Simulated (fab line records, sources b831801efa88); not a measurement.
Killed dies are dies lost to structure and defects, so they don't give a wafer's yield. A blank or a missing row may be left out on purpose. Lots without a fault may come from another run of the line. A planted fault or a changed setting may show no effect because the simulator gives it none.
fab line records | flow gf180mcu | part 2 of 2: steps 26 to 36 of 36
record lots=5 wafers=15 last_day=34
route steps=602 shown MIM@514 M5@526 V5@540
lots that met no fault: from a run of the same line without faults
start_h: hours from the record's first day to the start of the lot's first wafer shown | wait_h: hours since the lot's step before | " the same as in the row above | L1.1+2: a row that stands for several wafers | - no value, or no start given | * or withheld: withheld | < > ~ a bound
route shown NAME@n: a module of which the file shows steps, and the number in the route of the first | usual: mean/standard deviation of fault-free wafers | same: alike in all rows | chamber/n: place in a boat | sites: the reading at each site | _std_site: their standard deviation | _edge_site: outer sites' mean less inner sites' | radius_mm: how far each site lies from the wafer's centre | mask NAME#n: copy n | behind: the tool/chamber that last shaped the wafer | hold: why the lot was held/for how many hours/how that ended | device: the transistor (n, p or np) that didn't switch | end of line: the same wafers' tests at the end of the route | a step without rows: its recipe alone | killed: dies lost to structure and defects at the first sort, not the wafer's yield | map: a wafer's dies, x killed, . not, _ none there
set.NAME: the setting as run; set.NAME@STEP: as run at that earlier step | model.NAME: the simulator's own value behind a step, which no gauge read
lots at some steps of the route; a table a step, a row a wafer
services: from which hour (start_h, from the record's first day; less than 0 if before it) a tool's chamber was out of use, for how many hours, and why
## steps
# step GF_M5_CLEAN_13
# recipe chemistry=DIW dry=n2_spin
# columns lot.wafer tool chamber start_h wait_h
L075.1+2+5 wet_bench-04 0 616.02 0.0
L088.1+5+6 wet_bench-04 1 703.53 0.0
L091.1+2+5 wet_bench-02 0 728.27 0.0
L092.1+4+5 wet_bench-02 2 737.51 0.0
L095.2+3+5 wet_bench-01 0 754.73 0.0
# step GF_V5_CVD_00
# recipe material=SiO2 target_thk_nm=300 sigma_open_frac=0.3 temp_c=400 time_s=50 sih4_flow_sccm=60 pressure_mtorr=6
# same time_s=50
# columns lot.wafer tool chamber start_h wait_h
L075.1+2+5 hdpcvd-02 0,1,0 616.11 0.0
L088.1+5+6 hdpcvd-01 2,0,1 703.63 0.0
L091.1+2+5 hdpcvd-01 1,0,2 728.36 0.0
L092.1+4+5 hdpcvd-01 0,2,1 737.60 0.0
L095.2+3+5 hdpcvd-02 1,0,1 754.82 0.0
# step GF_V5_THK_MEAS_01
# recipe reads=SiO2_of_V5_CVD_00
# usual V5_CVD_00_THK=298.4/2.5
# columns lot.wafer tool chamber start_h wait_h V5_CVD_00_THK[nm]
L075.1 film_metro-01 - 616.15 0.0 299.7
L075.2 " - " " 296.5
L075.5 " - " " 300.1
L088.1 film_metro-02 - 703.68 0.0 298.8
L088.5 " - " " 297.4
L088.6 " - " " 297.7
L091.1 film_metro-02 - 728.40 0.0 301.7
L091.2 " - " " 298.2
L091.5 " - " " 301.2
L092.1 film_metro-02 - 737.65 0.0 299.7
L092.4 " - " " 300.9
L092.5 " - " " 300.3
L095.2 film_metro-02 - 754.88 0.0 302.5
L095.3 " - " " 299.6
L095.5 " - " " 303.3
# step GF_V5_CVD_02
# recipe material=SiO2 target_thk_nm=1450 precursor=TEOS temp_c=400 time_s=163.28 rf_w=600
# usual heater_power_w=603/120
# same time_s=163.28
# columns lot.wafer tool chamber start_h wait_h heater_power_w
L075.1 pecvd-03 0 616.21 0.1 642
L075.2 " 2 " " 575
L075.5 " 0 " " 702
L088.1 pecvd-03 0 703.74 0.1 585
L088.5 " 0 " " 689
L088.6 " 2 " " 543
L091.1 pecvd-01 2 728.46 0.1 449
L091.2 " 0 " " 607
L091.5 " 2 " " 547
L092.1 pecvd-03 1 737.71 0.1 658
L092.4 " 1 " " 531
L092.5 " 0 " " 728
L095.2 pecvd-03 1 754.93 0.0 661
L095.3 " 0 " " 686
L095.5 " 1 " " 536
# step GF_V5_THK_MEAS_03
# recipe reads=SiO2_of_V5_CVD_02
# usual V5_CVD_02_THK=1445/19
# columns lot.wafer tool chamber start_h wait_h V5_CVD_02_THK[nm]
L075.1 film_metro-01 - 616.32 0.1 1447
L075.2 " - " " 1452
L075.5 " - " " 1472
L088.1 film_metro-02 - 703.85 0.1 1426
L088.5 " - " " 1458
L088.6 " - " " 1472
L091.1 film_metro-01 - 728.57 0.1 1429
L091.2 " - " " 1414
L091.5 " - " " 1451
L092.1 film_metro-01 - 737.83 0.1 1431
L092.4 " - " " 1469
L092.5 " - " " 1462
L095.2 film_metro-01 - 755.05 0.1 1443
L095.3 " - " " 1453
L095.5 " - " " 1464
# step GF_V5_CMP_04
# recipe material=SiO2 down_force_psi=4 platen_rpm=60 pad_velocity_m_s=0.94248
# usual motor_current_A=12.0/1.5
# columns lot.wafer tool chamber start_h wait_h motor_current_A
L075.1 cmp-01 3 616.38 0.1 12.8
L075.2 " 0 " " 11.0
L075.5 " 3 " " 12.6
L088.1 cmp-01 1 704.13 0.3 11.0
L088.5 " 3 " " 13.2
L088.6 " 0 " " 9.9
L091.1 cmp-02 2 728.63 0.1 11.4
L091.2 " 0 " " 10.7
L091.5 " 3 " " 14.7
L092.4 cmp-02 3 737.99 0.1 15.5
L092.1 " 1 " " 12.7
L092.5 " 2 " " 11.2
L095.2 cmp-01 0 755.20 0.1 11.0
L095.3 " 1 " " 11.8
L095.5 " 2 " " 11.1
# step GF_V5_BOW_MEAS_05
# recipe mode=bow
# usual V5_BOW=132/9.9
# columns lot.wafer tool chamber start_h wait_h V5_BOW[um]
L075.1 film_metro-04 - 616.68 0.2 147
L075.2 " - " " 145
L075.5 " - " " 134
L088.1 film_metro-04 - 704.33 0.1 133
L088.5 " - " " 136
L088.6 " - " " 145
L091.1 film_metro-02 - 728.95 0.3 146
L091.2 " - " " 133
L091.5 " - " " 143
L092.1 film_metro-02 - 738.24 0.1 133
L092.4 " - " " 132
L092.5 " - " " 137
L095.2 film_metro-02 - 755.42 0.2 138
L095.3 " - " " 130
L095.5 " - " " 117
# step GF_V5_DEHYDRATE_06
# recipe temp_c=200 time_s=60
# usual exhaust_pa=44.9/0.9
# same time_s=60
# columns lot.wafer tool chamber start_h wait_h exhaust_pa
L075.1 litho_track-01 0 626.13 9.4 44.8
L075.2 " 0 " " 45.4
L075.5 " 0 " " 43.9
L088.1 litho_track-03 0 713.27 8.9 44.3
L088.5 " 0 " " 45.9
L088.6 " 0 " " 44.4
L091.1 litho_track-01 0 737.18 8.2 45.3
L091.2 " 0 " " 46.0
L091.5 " 0 " " 44.4
L092.1 litho_track-03 0 745.42 7.2 45.3
L092.4 " 0 " " 46.1
L092.5 " 0 " " 44.9
L095.2 litho_track-01 0 762.61 7.2 45.9
L095.3 " 0 " " 45.9
L095.5 " 0 " " 45.2
# step GF_V5_HMDS_07
# recipe prime_time_s=60 prime_temp_c=120
# usual exhaust_pa=44.9/0.91
# columns lot.wafer tool chamber start_h wait_h exhaust_pa
L075.1 litho_track-01 0 626.28 0.1 45.4
L075.2 " 0 " " 45.0
L075.5 " 0 " " 45.3
L088.1 litho_track-03 0 713.42 0.1 44.9
L088.5 " 0 " " 45.0
L088.6 " 0 " " 44.4
L091.1 litho_track-01 0 737.33 0.1 44.6
L091.2 " 0 " " 45.1
L091.5 " 0 " " 45.4
L092.1 litho_track-03 0 745.57 0.1 44.0
L092.4 " 0 " " 45.7
L092.5 " 0 " " 46.1
L095.2 litho_track-01 0 762.76 0.1 45.9
L095.3 " 0 " " 45.6
L095.5 " 0 " " 46.9
# step GF_V5_COAT_08
# recipe resist=BARC temp_c=withheld time_s=withheld spin_rpm=withheld resist_thk_nm=withheld
# usual exhaust_pa=45.0/0.94
# columns lot.wafer tool chamber start_h wait_h exhaust_pa
L075.1 litho_track-01 0 626.43 0.1 45.0
L075.2 " 0 " " 44.4
L075.5 " 0 " " 45.1
L088.1 litho_track-03 0 713.57 0.1 43.8
L088.5 " 0 " " 43.7
L088.6 " 0 " " 44.5
L091.1 litho_track-01 0 737.48 0.1 46.1
L091.2 " 0 " " 45.6
L091.5 " 0 " " 45.2
L092.1 litho_track-03 0 745.72 0.1 46.1
L092.4 " 0 " " 45.7
L092.5 " 0 " " 46.1
L095.2 litho_track-01 0 762.91 0.1 44.0
L095.3 " 0 " " 43.3
L095.5 " 0 " " 43.3
# step GF_V5_COAT_09
# recipe resist=KrF spin_rpm=withheld resist_thk_nm=1000
# usual exhaust_pa=44.9/0.93
# columns lot.wafer tool chamber start_h wait_h exhaust_pa
L075.1 litho_track-01 0 - - 44.1
L075.2 " 0 " " 45.5
L075.5 " 0 " " 44.7
L088.1 litho_track-03 0 - - 46.1
L088.5 " 0 " " 44.6
L088.6 " 0 " " 44.1
L091.1 litho_track-01 0 - - 44.9
L091.2 " 0 " " 43.7
L091.5 " 0 " " 44.0
L092.1 litho_track-03 0 - - 44.9
L092.4 " 0 " " 45.9
L092.5 " 0 " " 46.6
L095.2 litho_track-01 0 - - 46.7
L095.3 " 0 " " 46.8
L095.5 " 0 " " 44.5
## services
# columns tool chamber start_h hours kind
plasma_asher-01 - 561.28 3.3 pm
hdpcvd-01 - 564.68 2.8 pm
cmp-01 - 572.10 4.0 pm
wet_bench-03 - 576.76 2.7 repair
iline_stepper-01 - 581.17 1.7 repair
plasma_asher-04 - 583.52 1.2 repair
krf_scanner-02 - 583.70 2.4 repair
pecvd-03 - 591.12 14.0 pm
hdpcvd-01 - 591.25 4.3 pm
pecvd-03 - 593.02 0.6 repair
wet_bench-01 - 602.44 40.4 pm
krf_scanner-02 - 603.86 1.0 pm
krf_scanner-02 - 607.86 0.2 repair
iline_stepper-01 - 621.55 8.7 repair
krf_scanner-02 - 629.58 4.0 pm
krf_scanner-02 - 633.60 1.3 pm
krf_scanner-02 - 649.13 4.0 repair
cmp-01 - 651.35 3.4 pm
rie_diel-02 0 660.76 11.2 repair
iline_stepper-01 - 685.19 1.7 pm
pecvd-03 1 708.88 12.3 repair
krf_scanner-02 - 712.79 3.6 pm
krf_scanner-02 - 717.10 0.8 pm
plasma_asher-01 - 733.75 9.0 pm
